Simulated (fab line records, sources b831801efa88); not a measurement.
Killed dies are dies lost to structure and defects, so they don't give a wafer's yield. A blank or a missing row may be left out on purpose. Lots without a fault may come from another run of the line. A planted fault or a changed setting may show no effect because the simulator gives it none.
Which tool did it? | flow sky130 | 12 lots, 36 wafers sampled, at 5 steps of a route of 708

WHAT THE GAUGES READ, wafer by wafer
SKY_POLY_GATE_THK_MEAS_04. Usual: POLY_GATE_CVD_03_THK 75.0 nm, standard deviation 0.8.
lot  | measured     | on            | POLY_GATE_CVD_03_THK (nm) | flag
L419 | day 15 13:51 | film_metro-04 | 75.6 75.8 76.1            |
L420 | day 15 15:12 | film_metro-03 | 74.7 75.0 74.8            |
L423 | day 17 14:37 | film_metro-01 | 75.7 74.8 75.5            |
L425 | day 18 04:31 | film_metro-03 | 74.0 74.3 74.6            |
L427 | day 18 08:51 | film_metro-01 | 75.0 74.9 74.8            |
L428 | day 18 16:50 | film_metro-01 | 74.4 74.5 74.1            |
L429 | day 19 07:49 | film_metro-03 | 75.2 75.6 75.0            |
L430 | day 19 17:11 | film_metro-04 | 75.5 73.8 75.0            |
L431 | day 20 02:26 | film_metro-01 | 74.8 75.1 75.2            |
L437 | day 22 03:53 | film_metro-01 | 75.6 75.1 76.1            |
L438 | day 22 05:34 | film_metro-01 | 75.1 75.9 75.2            |
L439 | day 23 09:17 | film_metro-04 | 76.0 75.1 75.2            |

SKY_SPACER_THK_MEAS_01. Usual: SPACER_CVD_00_THK 43.2 nm, standard deviation 0.33.
lot  | measured     | on            | SPACER_CVD_00_THK (nm) | flag
L419 | day 23 05:16 | film_metro-03 | 44.0 43.6 43.4         |
L420 | day 23 06:28 | film_metro-02 | 43.6 43.4 43.7         |
L423 | day 25 13:52 | film_metro-02 | 42.9 42.9 42.5         |
L425 | day 25 21:07 | film_metro-04 | 42.7 43.4 43.4         |
L427 | day 26 02:40 | film_metro-02 | 43.0 42.9 42.9         |
L428 | day 26 10:16 | film_metro-04 | 42.6 42.7 42.8         |
L429 | day 27 01:10 | film_metro-03 | 43.1 43.3 43.2         |
L430 | day 27 10:44 | film_metro-02 | 42.9 43.4 43.1         |
L431 | day 27 18:23 | film_metro-04 | 43.5 43.4 43.5         |
L437 | day 29 22:09 | film_metro-03 | 42.8 42.8 43.0         |
L438 | day 29 22:08 | film_metro-02 | 43.2 43.1 43.0         |
L439 | day 30 21:39 | film_metro-02 | 43.1 43.0 43.0         |

WHICH TOOL RAN EACH LOT (tool, then ch and the chambers of the sampled wafers, then the start)
lot  | SKY_LDD_P_STRIP_10                   | SKY_LDD_HVP_COAT_02               | SKY_LDD_HVP_STRIP_09
L419 | plasma_asher-02 ch 0,1, day 19 08:47 | litho_track-03 ch 0, day 21 05:45 | plasma_asher-03 ch 0,1, day 21 21:29
L420 | plasma_asher-03 ch 0,1, day 19 09:56 | litho_track-03 ch 0, day 21 07:00 | plasma_asher-01 ch 0,1, day 21 22:23
L423 | plasma_asher-02 ch 0,1, day 21 12:59 | litho_track-02 ch 0, day 23 09:37 | plasma_asher-03 ch 0,1, day 24 01:16
L425 | plasma_asher-02 ch 0,1, day 22 02:14 | litho_track-03 ch 0, day 23 23:33 | plasma_asher-04 ch 0,1, day 24 14:28
L427 | plasma_asher-03 ch 0,1, day 22 07:50 | litho_track-04 ch 0, day 24 04:27 | plasma_asher-04 ch 0,1, day 24 19:22
L428 | plasma_asher-04 ch 0,1, day 22 14:02 | litho_track-03 ch 0, day 24 11:29 | plasma_asher-04 ch 0,1, day 25 02:25
L429 | plasma_asher-03 ch 0,1, day 23 06:39 | litho_track-03 ch 0, day 25 03:11 | plasma_asher-04 ch 1, day 25 18:13
L430 | plasma_asher-03 ch 0,1, day 23 15:44 | litho_track-02 ch 0, day 25 12:25 | plasma_asher-03 ch 0,1, day 26 03:30
L431 | plasma_asher-04 ch 0,1, day 23 23:41 | litho_track-04 ch 0, day 25 19:36 | plasma_asher-03 ch 0,1, day 26 10:47
L437 | plasma_asher-03 ch 0,1, day 26 00:08 | litho_track-04 ch 0, day 27 19:30 | plasma_asher-04 ch 0,1, day 28 09:45
L438 | plasma_asher-04 ch 0,1, day 26 01:17 | litho_track-04 ch 0, day 27 20:57 | plasma_asher-04 ch 0,1, day 28 11:17
L439 | plasma_asher-02 ch 0,1, day 27 03:56 | litho_track-03 ch 0, day 28 23:33 | plasma_asher-03 ch 0, day 29 13:41
- SKY_LDD_P_STRIP_10: strips in O2/N2.
- SKY_LDD_HVP_COAT_02: resist thk 300 nm.
- SKY_LDD_HVP_STRIP_09: strips in O2/N2.

WHAT THE TOOLS THEMSELVES READ (means of the sampled wafers that have a number; where no wafer has one, the mark that the record gives instead)
SKY_LDD_P_STRIP_10. Usual: drypump_motor_current_A 5.6 A, standard deviation 0.32; o2_flow_sccm 3000 sccm, standard deviation 8.7; oes_product_au 0.715 a.u., standard deviation 0.0043; strip_time_to_endpoint_s 14.189 s, standard deviation 0.03.
lot  | tool            | drypump_motor_current_A (A) | o2_flow_sccm (sccm) | oes_product_au (a.u.) | strip_time_to_endpoint_s (s) | flag
L419 | plasma_asher-02 | 5.2                         | 2999                | 0.711                 | 14.165                       |
L420 | plasma_asher-03 | 5.9                         | 2996                | 0.715                 | 14.142                       |
L423 | plasma_asher-02 | 5.2                         | 3006                | 0.719                 | 14.190                       |
L425 | plasma_asher-02 | 5.2                         | 3005                | 0.717                 | 14.198                       |
L427 | plasma_asher-03 | 5.8                         | 3006                | 0.714                 | 14.158                       |
L428 | plasma_asher-04 | 5.5                         | 3006                | 0.718                 | 14.229                       |
L429 | plasma_asher-03 | 5.8                         | 2991                | 0.716                 | 14.164                       |
L430 | plasma_asher-03 | 5.9                         | 2989                | 0.715                 | 14.194                       |
L431 | plasma_asher-04 | 5.5                         | 3003                | 0.714                 | 14.197                       |
L437 | plasma_asher-03 | 5.8                         | 3005                | 0.715                 | 14.177                       |
L438 | plasma_asher-04 | 5.6                         | 3002                | 0.712                 | 14.190                       |
L439 | plasma_asher-02 | 5.1                         | 2997                | 0.716                 | 14.194                       |

SKY_LDD_HVP_COAT_02. Usual: dispense_pressure_kPa 53 kPa, standard deviation 3.3; exhaust_pa 45.0 Pa, standard deviation 0.87; spin_speed_rpm 2999.8 rpm, standard deviation 1.7.
lot  | tool           | dispense_pressure_kPa (kPa) | exhaust_pa (Pa) | spin_speed_rpm (rpm) | flag
L419 | litho_track-03 | 52                          | 44.6            | 2998.8               |
L420 | litho_track-03 | 52                          | 45.2            | 3000.8               |
L423 | litho_track-02 | 50                          | 43.7            | 2999.7               |
L425 | litho_track-03 | 52                          | 45.7            | 2999.3               |
L427 | litho_track-04 | 58                          | 44.8            | 3001.9               |
L428 | litho_track-03 | 52                          | 44.0            | 3001.9               |
L429 | litho_track-03 | 52                          | 44.9            | 2998.9               |
L430 | litho_track-02 | 49                          | 44.4            | 3001.3               |
L431 | litho_track-04 | 58                          | 44.5            | 3001.5               |
L437 | litho_track-04 | 58                          | 44.9            | 2773.0               | OFF
L438 | litho_track-04 | 58                          | 44.6            | 2773.1               | OFF
L439 | litho_track-03 | 52                          | 45.6            | 2999.2               |

SKY_LDD_HVP_STRIP_09. Usual: drypump_motor_current_A 5.79 A, standard deviation 0.28; o2_flow_sccm 2999 sccm, standard deviation 9.3; oes_product_au 0.408 a.u., standard deviation 0.0045; strip_time_to_endpoint_s 4.133 s, standard deviation 0.015.
lot  | tool            | drypump_motor_current_A (A) | o2_flow_sccm (sccm) | oes_product_au (a.u.) | strip_time_to_endpoint_s (s) | flag
L419 | plasma_asher-03 | 5.81                        | 3016                | 0.408                 | 4.143                        |
L420 | plasma_asher-01 | 6.27                        | 2996                | 0.408                 | 4.124                        |
L423 | plasma_asher-03 | 5.90                        | 3000                | 0.407                 | 4.133                        |
L425 | plasma_asher-04 | 5.57                        | 2999                | 0.403                 | 4.157                        |
L427 | plasma_asher-04 | 5.48                        | 3001                | 0.410                 | 4.124                        |
L428 | plasma_asher-04 | 5.54                        | 2999                | 0.408                 | 4.143                        |
L429 | plasma_asher-04 | 5.59                        | 3011                | 0.406                 | 4.146                        |
L430 | plasma_asher-03 | 5.82                        | 3002                | 0.407                 | 4.130                        |
L431 | plasma_asher-03 | 5.81                        | 2999                | 0.407                 | 4.147                        |
L437 | plasma_asher-04 | 5.46                        | 2992                | 0.416                 | 4.284                        | OFF
L438 | plasma_asher-04 | 5.48                        | 2997                | 0.414                 | 4.309                        | OFF
L439 | plasma_asher-03 | 5.98                        | 2996                | 0.407                 | 4.131                        |

THE ANSWER, worked out from the rows above alone
Rule: a lot is off if the mean of its wafers that have a number lies more than 3 standard deviations from the usual mean. A lot without any number at a reading at which 4 lots or more have one is off too. The other lots that the step has rows for count as sound. The gauges are gone through in route order, then the tools' own readings, and for those a lot's mean is taken as printed above. The first step at which some lot is off is used, and at that step the reading that is off furthest; a lot without a number counts as furthest.
Off: L437, L438, at SKY_LDD_HVP_COAT_02 (spin_speed_rpm).
A tool fits if, at that step or a process step before it, it ran every lot that is off, and no sound lot after the first of them. One fits: litho_track-04 at SKY_LDD_HVP_COAT_02. Its last sound lot is L431 (day 25 19:36), its first lot that is off L437 (day 27 19:30): a fault that began between those two fits.
The tool's own readings at SKY_LDD_HVP_COAT_02 bear it out: on the lots that are off they differ by more than 5 times the standard deviation of the sound lots' means. spin_speed_rpm reads 2773.1 rpm there against 3000.3 rpm on the sound lots.

WHAT THE SIMULATOR HAD PUT IN
Process parameter drift: litho_track-04, from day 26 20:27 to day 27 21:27, at SKY_LDD_HVP_COAT_02. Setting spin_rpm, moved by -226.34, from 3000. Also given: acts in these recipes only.
Lots struck among those shown: L437, L438. The rule above found the same.
